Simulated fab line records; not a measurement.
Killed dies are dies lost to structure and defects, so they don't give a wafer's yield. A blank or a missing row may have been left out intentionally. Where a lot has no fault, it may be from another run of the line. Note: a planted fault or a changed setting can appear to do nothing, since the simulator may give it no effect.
Split-lot study :: flow gf180mcu :: on a route of 602 steps: 5 lots, 23 wafers read

THE SPLIT
At GF_M1_PEB_12 (peb time 90 s), the setting pebTimeS was moved away from the recipe's 90 s on 10 of the 23 wafers read, by +4.7% to +13.0%. The other wafers ran this setting at the recipe's value.

BETWEEN THE SPLIT AND THE READING: the file shows 1 step in between
- GF_M1_DEVELOP_13: develop time 60 s

THE READING
Shown in nm: cdNm at GF_M1_CD_MEAS_14, with target cd 230 nm. A value of 229.6 nm with a standard deviation of 1.2 nm is what fault-free wafers of this fab line usually give.

wafer: L074.1
tool, chamber at the split: lithoTrack-02, 0
pebTimeS as run, s: 90
against the recipe: recipe
cdNm, nm: 227.9
against lot-mates on the recipe: -

wafer: L074.2
tool, chamber at the split: lithoTrack-02, 0
pebTimeS as run, s: 98.35
against the recipe: +9.3%
cdNm, nm: 225.8
against lot-mates on the recipe: -2.4

wafer: L074.3
tool, chamber at the split: lithoTrack-02, 0
pebTimeS as run, s: 90
against the recipe: recipe
cdNm, nm: 228.6
against lot-mates on the recipe: -

wafer: L074.5
tool, chamber at the split: lithoTrack-02, 0
pebTimeS as run, s: 90
against the recipe: recipe
cdNm, nm: 228.1
against lot-mates on the recipe: -

wafer: L074.6
tool, chamber at the split: lithoTrack-02, 0
pebTimeS as run, s: 98.35
against the recipe: +9.3%
cdNm, nm: 226.2
against lot-mates on the recipe: -2.0

wafer: L076.1
tool, chamber at the split: lithoTrack-04, 0
pebTimeS as run, s: 90
against the recipe: recipe
cdNm, nm: 230.7
against lot-mates on the recipe: -

wafer: L076.3
tool, chamber at the split: lithoTrack-04, 0
pebTimeS as run, s: 90
against the recipe: recipe
cdNm, nm: 230.3
against lot-mates on the recipe: -

wafer: L076.6
tool, chamber at the split: lithoTrack-04, 0
pebTimeS as run, s: 90
against the recipe: recipe
cdNm, nm: 231.2
against lot-mates on the recipe: -

wafer: L080.1
tool, chamber at the split: lithoTrack-02, 0
pebTimeS as run, s: 94.23
against the recipe: +4.7%
cdNm, nm: 228.6
against lot-mates on the recipe: -2.2

wafer: L080.2
tool, chamber at the split: lithoTrack-02, 0
pebTimeS as run, s: 94.23
against the recipe: +4.7%
cdNm, nm: 230.0
against lot-mates on the recipe: -0.8

wafer: L080.3
tool, chamber at the split: lithoTrack-02, 0
pebTimeS as run, s: 94.23
against the recipe: +4.7%
cdNm, nm: 229.7
against lot-mates on the recipe: -1.1

wafer: L080.4
tool, chamber at the split: lithoTrack-02, 0
pebTimeS as run, s: 90
against the recipe: recipe
cdNm, nm: 231.1
against lot-mates on the recipe: -

wafer: L080.5
tool, chamber at the split: lithoTrack-02, 0
pebTimeS as run, s: 90
against the recipe: recipe
cdNm, nm: 230.5
against lot-mates on the recipe: -

wafer: L082.1
tool, chamber at the split: lithoTrack-03, 0
pebTimeS as run, s: 95.45
against the recipe: +6.1%
cdNm, nm: 226.9
against lot-mates on the recipe: -2.2

wafer: L082.2
tool, chamber at the split: lithoTrack-03, 0
pebTimeS as run, s: 90
against the recipe: recipe
cdNm, nm: 228.9
against lot-mates on the recipe: -

wafer: L082.3
tool, chamber at the split: lithoTrack-03, 0
pebTimeS as run, s: 95.45
against the recipe: +6.1%
cdNm, nm: 225.7
against lot-mates on the recipe: -3.4

wafer: L082.4
tool, chamber at the split: lithoTrack-03, 0
pebTimeS as run, s: 95.45
against the recipe: +6.1%
cdNm, nm: 227.4
against lot-mates on the recipe: -1.7

wafer: L082.6
tool, chamber at the split: lithoTrack-03, 0
pebTimeS as run, s: 90
against the recipe: recipe
cdNm, nm: 229.3
against lot-mates on the recipe: -

wafer: L083.1
tool, chamber at the split: lithoTrack-04, 0
pebTimeS as run, s: 101.7
against the recipe: +13.0%
cdNm, nm: 226.0
against lot-mates on the recipe: -3.5

wafer: L083.3
tool, chamber at the split: lithoTrack-04, 0
pebTimeS as run, s: 101.7
against the recipe: +13.0%
cdNm, nm: 226.7
against lot-mates on the recipe: -2.8

wafer: L083.4
tool, chamber at the split: lithoTrack-04, 0
pebTimeS as run, s: 90
against the recipe: recipe
cdNm, nm: 230.0
against lot-mates on the recipe: -

wafer: L083.5
tool, chamber at the split: lithoTrack-04, 0
pebTimeS as run, s: 90
against the recipe: recipe
cdNm, nm: 229.2
against lot-mates on the recipe: -

wafer: L083.6
tool, chamber at the split: lithoTrack-04, 0
pebTimeS as run, s: 90
against the recipe: recipe
cdNm, nm: 229.3
against lot-mates on the recipe: -

THE FIT
A straight line over all 23 wafers: cdNm changes by -0.305 nm for each +1% of pebTimeS; r = -0.77; the points scatter about the line by 1.2 nm.
The same after taking each lot's own level away (the mean of its wafers on the recipe; 23 wafers): -0.261 nm for each +1%; r = -0.90; scatter 0.56 nm.
Per that fit: largest pebTimeS move, reading shift of 3.4 nm.
The span of the lots' own levels, 228.20 to 230.80 nm, comes to 2.2 times the standard deviation stated above.
So the lot-to-lot level blurs the effect unless lot-mates are compared.
Check: for one of the wafers moved furthest among these (+13.0%), held out of the fit, the line's prediction against its lot-mates is -3.48 nm. It came out at -3.5 nm against them.

OTHER SPLITS ON THESE WAFERS
Before the reading, these wafers also passed through other splits. Each is held against what the fit with the lots' levels taken away leaves over:
other split on the same wafers: GF_PSD_DEVELOP_06 devTempC
wafers away from the commonest value: 12
r with cdNm (lot level and that fit taken away): +0.16

other split on the same wafers: GF_SAB_CVD_00 timeS
wafers away from the commonest value: 8
r with cdNm (lot level and that fit taken away): -0.05

other split on the same wafers: GF_SAB_DEVELOP_08 developTimeS
wafers away from the commonest value: 10
r with cdNm (lot level and that fit taken away): +0.10

other split on the same wafers: GF_SALICIDE_SPUTTER_03 timeS
wafers away from the commonest value: 6
r with cdNm (lot level and that fit taken away): +0.36

other split on the same wafers: GF_CONTACT_CVD_00 sih4FlowSccm
wafers away from the commonest value: 11
r with cdNm (lot level and that fit taken away): -0.31

other split on the same wafers: GF_CONTACT_CMP_04 leaveAboveRefNm
wafers away from the commonest value: 5
r with cdNm (lot level and that fit taken away): -0.11

other split on the same wafers: GF_CONTACT_SPUTTER_23 timeS
wafers away from the commonest value: 12
r with cdNm (lot level and that fit taken away): +0.01

other split on the same wafers: GF_CONTACT_CMP_27 tOverpolishS
wafers away from the commonest value: 10
r with cdNm (lot level and that fit taken away): -0.58

FILE'S OWN FIT
cdNm changes by -0.263 nm for each +1% of pebTimeS, r = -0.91.
